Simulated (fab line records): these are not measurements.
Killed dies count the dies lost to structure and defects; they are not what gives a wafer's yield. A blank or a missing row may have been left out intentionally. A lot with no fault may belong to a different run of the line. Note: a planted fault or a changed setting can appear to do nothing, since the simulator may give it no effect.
Which of the tools did it? :: flow sky130 :: 11 lots with 33 wafers sampled at 4 steps, on a route of 708 steps

WHAT EACH GAUGE READ, for each wafer
SKY_VIA2_RS_MEAS_22: measures by four-point-probe. Usual: VIA2_W_RS typically reads 0.2747 ohm/sq, with standard deviation 0.0026.
lot: L388
measured: day 36 11:46
on: film metro-03
VIA2_W_RS (ohm/sq): 0.2762 0.2738 0.2740
flag: 

lot: L389
measured: day 36 11:33
on: film metro-03
VIA2_W_RS (ohm/sq): 0.2796 0.2770 0.2796
flag: 

lot: L390
measured: day 36 20:16
on: film metro-01
VIA2_W_RS (ohm/sq): 0.2732 0.2746 0.2729
flag: 

lot: L396
measured: day 38 14:05
on: film metro-01
VIA2_W_RS (ohm/sq): 0.2751 0.2725 0.2740
flag: 

lot: L397
measured: day 39 03:52
on: film metro-04
VIA2_W_RS (ohm/sq): 0.2738 0.2760 0.2732
flag: 

lot: L399
measured: day 39 19:25
on: film metro-03
VIA2_W_RS (ohm/sq): 0.2710 0.2730 0.2736
flag: 

lot: L401
measured: day 40 02:14
on: film metro-01
VIA2_W_RS (ohm/sq): 0.2739 0.2784 0.2738
flag: 

lot: L403
measured: day 40 23:39
on: film metro-04
VIA2_W_RS (ohm/sq): 0.2728 0.2739 0.2712
flag: 

lot: L404
measured: day 42 03:44
on: film metro-04
VIA2_W_RS (ohm/sq): 0.2733 0.2702 0.2722
flag: 

lot: L407
measured: day 42 07:12
on: film metro-04
VIA2_W_RS (ohm/sq): 0.2785 0.2811 0.2751
flag: 

lot: L411
measured: day 43 08:50
on: film metro-03
VIA2_W_RS (ohm/sq): 0.2771 0.2766 0.2730
flag: 

SKY_VIA4_THK_MEAS_20: measures by xrf. Usual: VIA4_W_THK typically reads 489 nm, with standard deviation 7.3.
lot: L388
measured: day 43 01:00
on: film metro-04
VIA4_W_THK (nm): 488 480 496
flag: 

lot: L389
measured: day 43 00:49
on: film metro-04
VIA4_W_THK (nm): 497 486 491
flag: 

lot: L390
measured: day 43 05:47
on: film metro-03
VIA4_W_THK (nm): 491 477 483
flag: 

lot: L396
measured: day 44 19:30
on: film metro-01
VIA4_W_THK (nm): 482 501 473
flag: 

lot: L397
measured: day 45 07:22
on: film metro-03
VIA4_W_THK (nm): 501 495 496
flag: 

lot: L399
measured: day 45 21:52
on: film metro-01
VIA4_W_THK (nm): 480 483 478
flag: 

lot: L401
measured: day 46 04:30
on: film metro-03
VIA4_W_THK (nm): 486 484 485
flag: 

lot: L403
measured: day 46 22:32
on: film metro-03
VIA4_W_THK (nm): 488 492 489
flag: 

lot: L404
measured: day 47 20:49
on: film metro-03
VIA4_W_THK (nm): 496 503 490
flag: 

lot: L407
measured: day 48 00:12
on: film metro-01
VIA4_W_THK (nm): 484 479 481
flag: 

lot: L411
measured: day 48 19:03
on: film metro-01
VIA4_W_THK (nm): 486 489 483
flag: 

EACH LOT AND THE TOOL THAT RAN IT (in order: tool; ch and the chambers of the sampled wafers; start)
lot: L388
SKY_FIELD_ISO_CVD_24: hdpcvd-01 ch 0,1, day 2 09:45
SKY_METAL2_STRIP_20: plasma asher-03 ch 0,1, day 35 08:47

lot: L389
SKY_FIELD_ISO_CVD_24: hdpcvd-01 ch 0,1, day 2 12:01
SKY_METAL2_STRIP_20: plasma asher-02 ch 0,1, day 35 08:20

lot: L390
SKY_FIELD_ISO_CVD_24: hdpcvd-02 ch 0,1,2, day 2 17:44
SKY_METAL2_STRIP_20: plasma asher-02 ch 0,1, day 35 17:01

lot: L396
SKY_FIELD_ISO_CVD_24: hdpcvd-02 ch 0,1,2, day 4 00:52
SKY_METAL2_STRIP_20: plasma asher-03 ch 0,1, day 37 09:56

lot: L397
SKY_FIELD_ISO_CVD_24: hdpcvd-02 ch 0,1,2, day 4 05:11
SKY_METAL2_STRIP_20: plasma asher-02 ch 1, day 38 00:17

lot: L399
SKY_FIELD_ISO_CVD_24: hdpcvd-02 ch 1,2, day 4 16:49
SKY_METAL2_STRIP_20: plasma asher-01 ch 0,1, day 38 16:35

lot: L401
SKY_FIELD_ISO_CVD_24: hdpcvd-01 ch 1,2, day 5 01:20
SKY_METAL2_STRIP_20: plasma asher-03 ch 0,1, day 38 22:56

lot: L403
SKY_FIELD_ISO_CVD_24: hdpcvd-01 ch 0,1,2, day 5 12:53
SKY_METAL2_STRIP_20: plasma asher-01 ch 0,1, day 39 21:43

lot: L404
SKY_FIELD_ISO_CVD_24: hdpcvd-01 ch 0,1,2, day 6 01:42
SKY_METAL2_STRIP_20: plasma asher-03 ch 0,1, day 41 01:55

lot: L407
SKY_FIELD_ISO_CVD_24: hdpcvd-01 ch 0,1, day 6 11:23
SKY_METAL2_STRIP_20: plasma asher-02 ch 0,1, day 41 05:28

lot: L411
SKY_FIELD_ISO_CVD_24: hdpcvd-02 ch 0,2, day 7 12:46
SKY_METAL2_STRIP_20: plasma asher-03 ch 0,1, day 42 07:37
- SKY_FIELD_ISO_CVD_24: deposits SiO2, target thk 595 nm, time 99.2 s.
- SKY_METAL2_STRIP_20: strips in O2/N2.

WHAT THE TOOLS THEMSELVES READ (means of the sampled wafers that have a number; where no wafer has one, the mark that the record gives instead)
SKY_FIELD_ISO_CVD_24. Usual: susceptor temp C at 650.01 C, with a standard deviation of 0.29.
lot: L388
tool: hdpcvd-01
susceptor temp C (C): 649.94
flag: 

lot: L389
tool: hdpcvd-01
susceptor temp C (C): 650.04
flag: 

lot: L390
tool: hdpcvd-02
susceptor temp C (C): 650.20
flag: 

lot: L396
tool: hdpcvd-02
susceptor temp C (C): 649.79
flag: 

lot: L397
tool: hdpcvd-02
susceptor temp C (C): 650.23
flag: 

lot: L399
tool: hdpcvd-02
susceptor temp C (C): 649.87
flag: 

lot: L401
tool: hdpcvd-01
susceptor temp C (C): 650.07
flag: 

lot: L403
tool: hdpcvd-01
susceptor temp C (C): 650.10
flag: 

lot: L404
tool: hdpcvd-01
susceptor temp C (C): 650.10
flag: 

lot: L407
tool: hdpcvd-01
susceptor temp C (C): 650.02
flag: 

lot: L411
tool: hdpcvd-02
susceptor temp C (C): 649.91
flag: 

SKY_METAL2_STRIP_20. Usual: drypump motor current A 5.56 A, standard deviation 0.22; o2 flow sccm 2999 sccm, standard deviation 9.5; oes product au 0.342 a.u., standard deviation 0.0059; strip time to endpoint s 2.68 s, standard deviation 0.077.
lot: L388
tool: plasma asher-03
drypump motor current A (A): 5.59
o2 flow sccm (sccm): 2996
oes product au (a.u.): 0.340
strip time to endpoint s (s): 2.71
flag: 

lot: L389
tool: plasma asher-02
drypump motor current A (A): 5.48
o2 flow sccm (sccm): 2992
oes product au (a.u.): 0.348
strip time to endpoint s (s): 2.74
flag: 

lot: L390
tool: plasma asher-02
drypump motor current A (A): 5.48
o2 flow sccm (sccm): 3003
oes product au (a.u.): 0.344
strip time to endpoint s (s): 2.69
flag: 

lot: L396
tool: plasma asher-03
drypump motor current A (A): 5.59
o2 flow sccm (sccm): 2989
oes product au (a.u.): 0.338
strip time to endpoint s (s): 2.71
flag: 

lot: L397
tool: plasma asher-02
drypump motor current A (A): 5.51
o2 flow sccm (sccm): 2988
oes product au (a.u.): 0.345
strip time to endpoint s (s): 2.72
flag: 

lot: L399
tool: plasma asher-01
drypump motor current A (A): 5.40
o2 flow sccm (sccm): 2990
oes product au (a.u.): 0.342
strip time to endpoint s (s): 2.70
flag: 

lot: L401
tool: plasma asher-03
drypump motor current A (A): 5.61
o2 flow sccm (sccm): 2993
oes product au (a.u.): 0.342
strip time to endpoint s (s): 2.64
flag: 

lot: L403
tool: plasma asher-01
drypump motor current A (A): 5.39
o2 flow sccm (sccm): 3001
oes product au (a.u.): 0.344
strip time to endpoint s (s): 2.67
flag: 

lot: L404
tool: plasma asher-03
drypump motor current A (A): 5.77
o2 flow sccm (sccm): 2999
oes product au (a.u.): 0.341
strip time to endpoint s (s): 2.70
flag: 

lot: L407
tool: plasma asher-02
drypump motor current A (A): 5.51
o2 flow sccm (sccm): 3001
oes product au (a.u.): 0.342
strip time to endpoint s (s): 2.68
flag: 

lot: L411
tool: plasma asher-03
drypump motor current A (A): 5.60
o2 flow sccm (sccm): 2999
oes product au (a.u.): 0.344
strip time to endpoint s (s): 2.72
flag: 

THE ANSWER, worked out from the rows above alone
Rule: take the mean of a lot's wafers that have a number; if it is more than 3 standard deviations from the usual mean, the lot is off. Also off: a lot with no number at a reading for which 4 or more lots have one. Where the step has rows for the other lots, those lots are counted as sound. First the gauges in route order, then the tools' own readings, where a lot's mean is used as printed above. At the first step where some lot is off, the reading lying furthest off is the one used; lots without a number count as furthest.
No lot is off at any reading shown: from this, nothing can be told.

WHAT HAD BEEN PUT IN BY THE SIMULATOR
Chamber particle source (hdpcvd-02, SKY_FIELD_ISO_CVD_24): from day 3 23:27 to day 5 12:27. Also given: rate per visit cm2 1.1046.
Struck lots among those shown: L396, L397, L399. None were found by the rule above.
